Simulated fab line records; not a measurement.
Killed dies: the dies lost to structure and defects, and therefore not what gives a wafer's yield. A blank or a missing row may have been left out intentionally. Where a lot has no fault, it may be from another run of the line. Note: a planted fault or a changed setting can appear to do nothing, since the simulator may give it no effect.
Struck lot and sound lot, side by side -- flow gf180mcu -- 15 out of 602 route steps
Sound: these wafers, L108.2, L108.4, L108.6. Wafers struck: L127.1, L127.3, L127.5. The cause is named last.
For every step that has rows: the tool of each side, followed by ch and its chambers, followed by its first start. Under that, the readings that differ: sound wafers -- struck wafers -- difference of the means -- sigmas: that difference in standard deviations of wafers without a fault.
alike: a reading whose means differ by less than 2 such deviations, as well as words and numbers matching on both sides. not compared: withheld readings; readings where some wafer has no value; bounds like >300 that might hide an equal value; numbers whose values overlap and for which the record gives no deviation.
The two part at a step that has a row with sigmas, a row that says differs or no value, or rows on one side only. Numbers that have no deviation but don't overlap get no sigmas and don't part them. A reading missing from all wafers of one side parts the sides only when that side holds two or more wafers.

GF_DUAL_GATE_STRIP_13: strips in O2/N2.
  sound on plasmaAsher-01 ch 0,1, day 8 08:48; struck on plasmaAsher-03 ch 0,1, day 13 20:08
  alike: drypumpMotorCurrentA, heaterPowerW, oesProductAu, stripTimeToEndpointS
  not compared: rfHoursCounterH
then, 3 steps without rows for these wafers: GF_DUAL_GATE_CLEAN_14 (cleans in SC1/SC2, time 150 s); GF_DUAL_GATE_OXIDATION_15 (stabilise 600 s, purge 300 s, target thk 7.098 nm); GF_POLY_GATE_CVD_00 (deposits poly-Si, target thk 200 nm, time 1200 s).
GF_POLY_GATE_THK_MEAS_01:
  sound: filmMetro-03 at day 8 13:30; struck: filmMetro-03 at day 14 05:07
  alike: POLY_GATE_CVD_00_THK
then, 7 steps without rows for these wafers: GF_POLY_GATE_DEHYDRATE_02 (time 60 s); GF_POLY_GATE_HMDS_03 (prime time 60 s); GF_POLY_GATE_COAT_04; GF_POLY_GATE_COAT_05 (resist thk 700 nm); GF_POLY_GATE_SOFTBAKE_06 (time 60 s); GF_POLY_GATE_EXPOSE_07 (exposes mask Poly2, target cd 280 nm); GF_POLY_GATE_PEB_08 (peb time 90 s).
GF_POLY_GATE_DEVELOP_09: develop time 60 s.
  sound on lithoTrack-01 ch 0, day 9 06:20; struck on lithoTrack-03 ch 0, day 15 00:41
reading,sound,struck,difference,sigmas
developerTempC (C),21.02 21.10 21.16,21.97 21.78 22.01,+0.83,+8
  alike: resistLineTempC
GF_POLY_GATE_CD_MEAS_10: target cd 280 nm.
  sound: cdSem-01 at day 9 06:29; struck: cdSem-01 at day 15 00:50
  alike: cdNm
-- here the record skips 19 days between the struck wafers' starts before and after, leaving off in module POLY_GATE and picking up in module PASSIVATION (first step shown: number 602 of the route) --
GF_PASSIVATION_PROBE_99:
  rows exist in the record for the struck wafers here (prober-02, day 34 09:51), but not for the sound ones

== WHERE THEY PART ==
Earliest at GF_POLY_GATE_DEVELOP_09; latest, in this record, at GF_PASSIVATION_PROBE_99.

WHY: what had been put in by the simulator
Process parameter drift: lithoTrack-03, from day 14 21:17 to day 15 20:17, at GF_POLY_GATE_DEVELOP_09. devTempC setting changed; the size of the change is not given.
